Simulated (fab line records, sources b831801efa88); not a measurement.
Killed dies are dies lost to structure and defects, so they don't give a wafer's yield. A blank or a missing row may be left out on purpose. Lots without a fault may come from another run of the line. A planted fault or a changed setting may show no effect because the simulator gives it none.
Which tool did it? | flow sky130 | 13 lots, 39 wafers sampled, at 2 steps of a route of 708

WHAT THE GAUGES READ, wafer by wafer
SKY_VIA3_THK_MEAS_01.
lot  | measured     | on            | VIA3_HDPCVD_THK (nm)
L178 | day 38 04:53 | film_metro-02 | 1650 1640 1648
L180 | day 39 01:31 | film_metro-03 | 1633 1615 1645
L181 | day 39 04:17 | film_metro-03 | 1651 1623 1620
L182 | day 39 14:20 | film_metro-01 | 1643 1629 1636
L184 | day 40 15:28 | film_metro-03 | 1645 1636 1628
L186 | day 41 08:03 | film_metro-03 | 1644 1651 1635
L192 | day 43 02:39 | film_metro-02 | 1663 1681 1665
L194 | day 43 07:48 | film_metro-02 | 1648 1631 1636
L193 | day 43 08:22 | film_metro-01 | 1619 1631 1625
L195 | day 43 11:30 | film_metro-03 | 1630 1645 1646
L198 | day 44 09:13 | film_metro-01 | 1656 1638 1659
L199 | day 44 13:31 | film_metro-03 | 1654 1673 1677
L200 | day 44 16:21 | film_metro-01 | 1643 1634 1617

SKY_VIA3_OVL_MEAS_13.
lot  | measured     | on         | VIA3_OVL (nm)
L178 | day 39 07:29 | overlay-01 | -9 -14 -4
L180 | day 40 02:41 | overlay-02 | 0 9 0
L181 | day 40 05:41 | overlay-02 | 5 -2 1
L182 | day 40 15:25 | overlay-02 | 4 -2 -1
L184 | day 41 16:26 | overlay-02 | -10 -11 -1
L186 | day 42 08:26 | overlay-02 | 9 10 0
L192 | day 44 01:40 | overlay-01 | -3 1 1
L194 | day 44 06:41 | overlay-01 | -3 -2 1
L193 | day 44 07:45 | overlay-01 | -1 7 1
L195 | day 44 09:53 | overlay-01 | 7 9 1
L198 | day 45 07:41 | overlay-01 | 13 -1 6
L199 | day 45 11:23 | overlay-01 | 4 3 6
L200 | day 45 13:50 | overlay-01 | 3 -5 -1

WHICH TOOL RAN EACH LOT (tool, then ch and the chambers of the sampled wafers, then the start)
The record holds no process step before these readings.

WHAT THE TOOLS THEMSELVES READ (means of the sampled wafers that have a number; where no wafer has one, the mark that the record gives instead)
The record holds no such reading with a usual standard deviation.

THE ANSWER, worked out from the rows above alone
Rule: what is usual is taken from the lots themselves. Put in order of their means at a reading, lots are off if they are a third of the lots or fewer, leave a main group of 4 or more, and stand apart from it by a gap of 3 or more times the standard deviation of the main group's means; of several such gaps the widest counts. A main group whose means are all the same, to the digits that the tables above print for the reading, isn't used. A lot without any number at a reading at which 4 lots or more have one is off too. The other lots that the step has rows for count as sound. The gauges are gone through in route order, then the tools' own readings, and for those a lot's mean is taken as printed above. The first step at which some lot is off is used, and at that step the reading that is off furthest; a lot without a number counts as furthest.
No lot is off at any reading shown: from this, nothing can be told.

WHAT THE SIMULATOR HAD PUT IN
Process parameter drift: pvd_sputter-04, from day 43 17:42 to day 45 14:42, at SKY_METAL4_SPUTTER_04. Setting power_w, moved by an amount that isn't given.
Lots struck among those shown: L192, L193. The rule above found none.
